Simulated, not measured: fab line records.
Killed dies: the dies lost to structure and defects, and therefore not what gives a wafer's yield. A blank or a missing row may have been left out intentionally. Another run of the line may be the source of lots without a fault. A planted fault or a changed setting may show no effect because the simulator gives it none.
Comparing a struck lot with a sound one :: flow sky130 :: 17 steps out of a route of 708
Sound: these wafers, L929.2, L929.4, L929.6. Wafers struck: L937.2, L937.3, L937.5. The cause is named last.
At each step with rows: each side's tool, then ch and its chambers, then its first start. Under that, the readings that differ: sound wafers :: struck wafers :: difference of the means :: sigmas: that difference in standard deviations of wafers without a fault.
alike: readings with means less than 2 such deviations apart, plus words and numbers identical on both sides. not compared: withheld readings, readings lacking a value on some wafer, bounds such as >300 that could conceal the same value, and numbers that have no deviation in the record and whose values overlap.
The two part at a step that has a row with sigmas, a row that says differs or no value, or rows on one side only. When numbers do not overlap yet have no deviation, they are printed without sigmas and do not part them. A reading missing from all wafers of one side parts the sides only when that side holds two or more wafers.

first, 3 steps without rows for these wafers: SKY_VIA1_EXPOSE_09 (exposes mask VIM, target cd 150 nm); SKY_VIA1_PEB_10; SKY_VIA1_DEVELOP_11 (develop time 58.2 s).
SKY_VIA1_CD_MEAS_12: the cd target is 150 nm.
  sound on cdSem-01, day 35 20:44; struck on cdSem-02, day 36 22:32
  alike: cdNm
SKY_VIA1_OVL_MEAS_13:
  sound on overlay-02, day 35 20:50; struck on overlay-02, day 36 22:38
  alike: VIA1_OVL
SKY_VIA1_ETCH_14: etches BARC in N2/H2, stops on SiO2, time 45.9 s, target depth 60 nm.
  sound on rieDiel-03 ch 1,3, day 35 20:52; struck on rieDiel-03 ch 1,3, day 36 22:40
  alike: drypumpMotorCurrentA, oesProductAu, throttleValvePct
  not compared: rfHoursCounterH
SKY_VIA1_ETCH_15: etches SiO2 in C4F8/O2/Ar, stops on TiN, target depth 351 nm, time 54 s.
  sound on rieDiel-03 ch 1,3, day 35 20:55; struck on rieDiel-03 ch 1,3, day 36 22:43
  alike: oesProductAu
  not compared: rfHoursCounterH
SKY_VIA1_STRIP_16: strips in O2/N2.
  sound on plasmaAsher-04 ch 0,1, day 35 20:58; struck on plasmaAsher-03 ch 0,1, day 36 22:46
  alike: drypumpMotorCurrentA, oesProductAu, stripTimeToEndpointS
  not compared: rfHoursCounterH
then, 3 steps without rows for these wafers: SKY_VIA1_STRIP_17 (strips in post etch residue remover, time 1200 s); SKY_VIA1_CLEAN_18 (cleans in IPA, time 180 s); SKY_VIA1_CLEAN_19 (cleans in O3/DIW).
SKY_VIA1_SPUTTER_20: material TiN, target thk 20 nm, time 80 s.
  sound on pvdSputter-02, day 35 21:33; struck on pvdSputter-03, day 36 23:22
  alike: throttleValvePct
SKY_VIA1_CVD_21: deposits W, target thk 270 nm, time 80.902 s.
  sound on cvdW-02 ch 0,1, day 35 21:37; struck on cvdW-02 ch 0,1, day 36 23:26
reading: chamberPressureTorr (Torr)
sound: 40.00 39.98 40.01
struck: 50.69 50.49 50.62
difference: +10.60
sigmas: +99 or more

reading: model.W_of_VIA1_CVD_21.thkNm (nm)
sound: 266.6 269.6 267.3
struck: 302.4 300 307.8
difference: +35.6
sigmas: 
  alike: heaterPowerW
SKY_VIA1_RS_MEAS_22: uses a four-point probe to measure.
  sound on filmMetro-03, day 35 21:44; struck on filmMetro-04, day 36 23:32
reading: VIA1_W_RS (ohm/sq)
sound: 0.432 0.427 0.431
struck: 0.380 0.383 0.373
difference: -0.051
sigmas: -11
SKY_VIA1_THK_MEAS_23: measures by xrf.
  sound on filmMetro-03, day 35 21:50; struck on filmMetro-04, day 36 23:39
reading: VIA1_W_THK (nm)
sound: 268 271 270
struck: 303 302 308
difference: +35
sigmas: +11
SKY_VIA1_CMP_24: polishes, stops on SiO2, t overpolish 15 s, target thk 0 nm.
  sound on cmp-02 ch 2,3, day 35 21:53; struck on cmp-01 ch 0,2,3, day 36 23:55
reading: timeToEndpointS (s)
sound: 68 68 64
struck: 74 76 76
difference: +9
sigmas: +2
  alike: headPressurePsi, motorCurrentA
-- the record jumps here: 11 days lie between the struck wafers' starts before and after (it left off in module VIA1 and takes up again in module PAD_OPEN, whose first step shown is number 708 of the route) --
SKY_PAD_OPEN_PROBE_99:
  sound on prober-02, day 47 10:49; struck on prober-01, day 48 03:59
  alike: defectLimitedYield, killed_at_M0_to_M3, killed_at_M4_up, killedAtContacts, killedAtFrontEnd, killedAtOther, killedDies, killedOnRim, killedOpen, killedShort, sort_bin_3_pad_short, sort_bin_5_function, sort_bin_6_memory, sortNPass, sortYieldPct

WHERE THEY PART
Last at SKY_VIA1_CMP_24 as far as this record goes, first at SKY_VIA1_CVD_21. Later steps at which nothing parts them and some readings are alike: SKY_PAD_OPEN_PROBE_99.

WHY: what had been put in by the simulator
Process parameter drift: cvdW-02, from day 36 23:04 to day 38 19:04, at SKY_VIA1_CVD_21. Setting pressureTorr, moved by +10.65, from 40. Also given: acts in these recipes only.
